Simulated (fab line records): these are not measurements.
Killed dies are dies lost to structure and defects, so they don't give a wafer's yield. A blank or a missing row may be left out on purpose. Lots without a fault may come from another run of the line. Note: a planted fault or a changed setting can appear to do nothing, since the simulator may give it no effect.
One fault through the eyes of 2 desks -- flow gf180mcu -- each desk has only its own numbers; what lay behind them comes last

THE METROLOGY DESK
Lot by lot, what the gauges showed, no matter which tool ran the lot: averages of those sampled wafers that carry a number. Any lot whose mean is over 4 standard deviations away from the usual mean is out of limits and marked OUT; that distance is given in the brackets.
Columns: A = cd_nm at GF_M5_CD_MEAS_07, usual 280.0 nm
lot,first seen here,A
L415,day 27 05:26,278.9
L417,day 27 12:29,279.6
L418,day 27 20:55,280.3
L422,day 29 06:47,281.1
L424,day 29 21:43,280.2
L427,day 30 15:05,282.4
L428,day 30 19:54,281.1
L432,day 31 22:14,279.4
L434,day 32 11:55,281.5
L435,day 32 16:50,279.5
L436,day 32 17:04,281.7
This desk's finding: nothing out of limits on any of the 11 lots.

AT THE TOOL OWNER'S DESK: litho_track-02
The tool's own readings at GF_TOP_METAL_COAT_09 (resist thk 1500 nm): means of the sampled wafers that have a number, for each lot that ran on this tool. Any lot whose mean is over 4 standard deviations away from the usual mean is out of limits and marked OUT; that distance is given in the brackets.
Columns: A = dispense_pressure_kPa at GF_TOP_METAL_COAT_09, usual 52 kPa; B = spin_speed_rpm at GF_TOP_METAL_COAT_09, usual 2999.6 rpm
lot,first seen here,A,B
L415,day 28 13:46,57,3000.3
L422,day 30 13:43,57,2998.2
L424,day 31 04:01,57,2862.7 (-86) OUT
L427,day 31 19:37,57,2865.3 (-84) OUT
This desk's verdict: out of limits on L424, L427, starting with L424 at day 31 04:01 (spin_speed_rpm at GF_TOP_METAL_COAT_09). In limits: L415, L422.

ALL TOGETHER
The tool owner's desk had the chance to raise an alarm at day 31 04:01 on L424, L427.
Metrology desk: nothing out of limits seen.
The metrology desk has L424, L427 on record, within its limits.
On litho_track-02, each named lot ran GF_TOP_METAL_COAT_09.

WHAT WAS PUT IN BY THE SIMULATOR
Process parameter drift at GF_TOP_METAL_COAT_09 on litho_track-02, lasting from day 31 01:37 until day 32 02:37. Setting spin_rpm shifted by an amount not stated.
Struck lots among those shown: L424, L427.
Time in hours from fault onset to the first out-of-limits reading at each desk: the tool owner's desk, 2.
